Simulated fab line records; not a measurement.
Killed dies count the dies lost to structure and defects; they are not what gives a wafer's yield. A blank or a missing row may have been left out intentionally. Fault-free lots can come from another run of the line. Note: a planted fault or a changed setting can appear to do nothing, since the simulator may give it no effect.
Matching of chambers :: flow sky130 :: SKY_VIA2_ETCH_14 on rie_diel-04: 4 sister chambers
The step etches BARC in N2/H2, stops on SiO2, time 45.9 s, target depth 60 nm. 14 wafers are shown with their chamber, then 7 later ones without.

== EACH WAFER AND ITS CHAMBER ==
wafer: L075.1
chamber: 0
drypump_motor_current_A (A): 4.9
chamber_pressure_mTorr (mTorr): 29.99
throttle_valve_pct (%): 13.237

wafer: L075.3
chamber: 1
drypump_motor_current_A (A): 5.6
chamber_pressure_mTorr (mTorr): 30.00
throttle_valve_pct (%): 13.228

wafer: L075.4
chamber: 3
drypump_motor_current_A (A): 5.3
chamber_pressure_mTorr (mTorr): 30.01
throttle_valve_pct (%): 13.227

wafer: L079.1
chamber: 0
drypump_motor_current_A (A): 4.8
chamber_pressure_mTorr (mTorr): 30.03
throttle_valve_pct (%): 13.223

wafer: L079.2
chamber: 2
drypump_motor_current_A (A): 6.4
chamber_pressure_mTorr (mTorr): 30.04
throttle_valve_pct (%): 13.221

wafer: L079.5
chamber: 1
drypump_motor_current_A (A): 5.6
chamber_pressure_mTorr (mTorr): 29.98
throttle_valve_pct (%): 13.243

wafer: L078.1
chamber: 2
drypump_motor_current_A (A): 6.4
chamber_pressure_mTorr (mTorr): 29.99
throttle_valve_pct (%): 13.224

wafer: L078.2
chamber: 3
drypump_motor_current_A (A): 5.3
chamber_pressure_mTorr (mTorr): 30.01
throttle_valve_pct (%): 13.233

wafer: L078.5
chamber: 1
drypump_motor_current_A (A): 5.6
chamber_pressure_mTorr (mTorr): 29.97
throttle_valve_pct (%): 13.226

wafer: L083.1
chamber: 2
drypump_motor_current_A (A): 6.4
chamber_pressure_mTorr (mTorr): 30.01
throttle_valve_pct (%): 13.223

wafer: L083.3
chamber: 3
drypump_motor_current_A (A): 5.3
chamber_pressure_mTorr (mTorr): 30.02
throttle_valve_pct (%): 13.219

wafer: L083.5
chamber: 3
drypump_motor_current_A (A): 5.3
chamber_pressure_mTorr (mTorr): 30.02
throttle_valve_pct (%): 13.220

wafer: L092.2
chamber: 3
drypump_motor_current_A (A): 5.3
chamber_pressure_mTorr (mTorr): 30.00
throttle_valve_pct (%): 13.230

wafer: L092.4
chamber: 2
drypump_motor_current_A (A): 6.4
chamber_pressure_mTorr (mTorr): 30.00
throttle_valve_pct (%): 13.216

SIGNATURES, as means of the wafers listed above
reading: drypump_motor_current_A
chamber 0: 4.850
chamber 1: 5.600
chamber 2: 6.400
chamber 3: 5.300
scatter within a chamber: 0.0224

reading: chamber_pressure_mTorr
chamber 0: 30.0100
chamber 1: 29.9833
chamber 2: 30.0100
chamber 3: 30.0120
scatter within a chamber: 0.0172

reading: throttle_valve_pct
chamber 0: 13.23000
chamber 1: 13.23233
chamber 2: 13.22100
chamber 3: 13.22580
scatter within a chamber: 0.00678
Rule: a wafer's distance from a chamber is the root of the sum, over the readings, of the square of ((its reading less the chamber's mean) divided by the reading's scatter). The wafer belongs to the nearest chamber; if the next one is less than 2 further off, it can't be placed. The scatter: the root of (the sum of the squares of (reading less its chamber's mean) over the shown wafers, divided by (wafers less chambers)).

== WAFERS MISSING THEIR CHAMBER ==
wafer: L092.5
drypump_motor_current_A (A): 6.4
chamber_pressure_mTorr (mTorr): 30.03
throttle_valve_pct (%): 13.227

wafer: L095.1
drypump_motor_current_A (A): 6.4
chamber_pressure_mTorr (mTorr): 29.99
throttle_valve_pct (%): 13.226

wafer: L095.3
drypump_motor_current_A (A): 4.8
chamber_pressure_mTorr (mTorr): 29.99
throttle_valve_pct (%): 13.219

wafer: L095.5
drypump_motor_current_A (A): 6.4
chamber_pressure_mTorr (mTorr): 29.96
throttle_valve_pct (%): 13.223

wafer: L097.1
drypump_motor_current_A (A): 5.3
chamber_pressure_mTorr (mTorr): 29.99
throttle_valve_pct (%): 13.218

wafer: L097.3
drypump_motor_current_A (A): 4.9
chamber_pressure_mTorr (mTorr): 29.94
throttle_valve_pct (%): 13.220

wafer: L097.4
drypump_motor_current_A (A): 4.9
chamber_pressure_mTorr (mTorr): 29.99
throttle_valve_pct (%): 13.206

== WHICH CHAMBER EACH ONE RAN IN ==
wafer: L092.5
from the rows above: 2
in truth: 2

wafer: L095.1
from the rows above: 2
in truth: 2

wafer: L095.3
from the rows above: 0
in truth: 0

wafer: L095.5
from the rows above: 2
in truth: 2

wafer: L097.1
from the rows above: 3
in truth: 3

wafer: L097.3
from the rows above: 0
in truth: 0

wafer: L097.4
from the rows above: 0
in truth: 0
Placed correctly: 7 of 7. Not placeable from these rows: 0. 0 placed wrongly.
